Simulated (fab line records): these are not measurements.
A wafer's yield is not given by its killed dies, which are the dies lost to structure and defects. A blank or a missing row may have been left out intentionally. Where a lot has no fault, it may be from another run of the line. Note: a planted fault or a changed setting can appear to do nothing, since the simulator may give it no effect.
Comparing a struck lot with a sound one | flow sky130 | 15 out of 708 route steps
Sound: wafers L783.1, L783.2, L783.3. Wafers L795.1, L795.2, L795.5 were the ones struck. The cause comes at the end.
Per side, at each step with rows, come the tool, then ch with its chambers, and then its first start. Under that, the readings that differ: sound wafers | struck wafers | difference of the means | sigmas: that difference in standard deviations of wafers without a fault.
alike: readings with means less than 2 such deviations apart, plus words and numbers identical on both sides. not compared: withheld readings, readings lacking a value on some wafer, bounds such as >300 that could conceal the same value, and numbers that have no deviation in the record and whose values overlap.
The two part at a step that has a row with sigmas, a row that says differs or no value, or rows on one side only. Non-overlapping numbers with no deviation appear without sigmas and do not part them. A reading missing from all wafers of one side parts the sides only when that side holds two or more wafers.

SKY_POLY_GATE_ETCH_15: etches BARC in N2/H2, stops on SiO2, time 118.5 s, target depth 110 nm.
  sound on rie-diel-01 ch 1,2,3, day 16 07:44; struck on rie-diel-01 ch 2,3, day 21 02:50
  alike: drypump-motor-current-A, oes-product-au, throttle-valve-pct
  not compared: rf-hours-counter-h
SKY_POLY_GATE_ETCH_16: etches Si3N4 in CH3F/O2, stops on poly-Si, time 147.5 s, target depth 75 nm.
  sound on rie-diel-01 ch 1,2,3, day 16 07:50; struck on rie-diel-01 ch 2,3, day 21 02:56
  alike: drypump-motor-current-A, oes-product-au, throttle-valve-pct
  not compared: rf-hours-counter-h
SKY_POLY_GATE_ETCH_17: etches poly-Si in HBr/Cl2, stops on SiO2, target depth 180 nm, time 70.5 s.
  sound on rie-si-02 ch 1,2,3, day 16 07:55; struck on rie-si-01 ch 0,2,3, day 21 03:01
  alike: drypump-motor-current-A, oes-product-au, throttle-valve-pct
  not compared: rf-hours-counter-h
SKY_POLY_GATE_STRIP_18: strips in O2/N2.
  sound on plasma-asher-03 ch 0,1, day 16 07:59; struck on plasma-asher-01 ch 0,1, day 21 03:05
  alike: drypump-motor-current-A, oes-product-au, strip-time-to-endpoint-s
  not compared: rf-hours-counter-h
then, 2 steps without rows for these wafers: SKY_POLY_GATE_CLEAN_19 (cleans in SC1/SC2, time 150 s); SKY_POLY_GATE_OXIDATION_20 (stabilise 600 s, purge 300 s, target thk 4 nm).
SKY_POLY_GATE_THK_MEAS_21:
  sound on film-metro-02 at day 16 11:13; struck on film-metro-02 at day 21 04:29
  alike: POLY_GATE_OXIDATION_THK
SKY_POLY_GATE_CD_MEAS_22:
  sound on cd-sem-02 at day 16 11:16; struck on cd-sem-02 at day 21 04:32
  alike: cd-nm
then, 4 steps without rows for these wafers: SKY_LDD_N_DEHYDRATE_00 (time 60 s); SKY_LDD_N_HMDS_01 (prime time 60 s); SKY_LDD_N_COAT_02 (resist thk 300 nm); SKY_LDD_N_SOFTBAKE_03 (time 60 s).
SKY_LDD_N_EXPOSE_04: exposes mask NTM, target cd 840 nm.
  sound on iline-stepper-02 ch 0, day 17 01:53; struck on iline-stepper-01 ch 0, day 21 20:44
  reading | sound             | struck                     | difference | sigmas
  mask    | NTM#0 NTM#0 NTM#0 | NTM_R1#0 NTM_R1#0 NTM_R1#0 | differs    |
then, 1 step without rows for these wafers: SKY_LDD_N_PEB_05.
SKY_PAD_OPEN_PROBE_99:
  rows exist in the record for the sound wafers here (prober-02, day 45 10:23), none for the struck ones

== WHERE THEY PART ==
At SKY_LDD_N_EXPOSE_04 first; at SKY_PAD_OPEN_PROBE_99 last (within this record only).

WHY: what had been put in by the simulator
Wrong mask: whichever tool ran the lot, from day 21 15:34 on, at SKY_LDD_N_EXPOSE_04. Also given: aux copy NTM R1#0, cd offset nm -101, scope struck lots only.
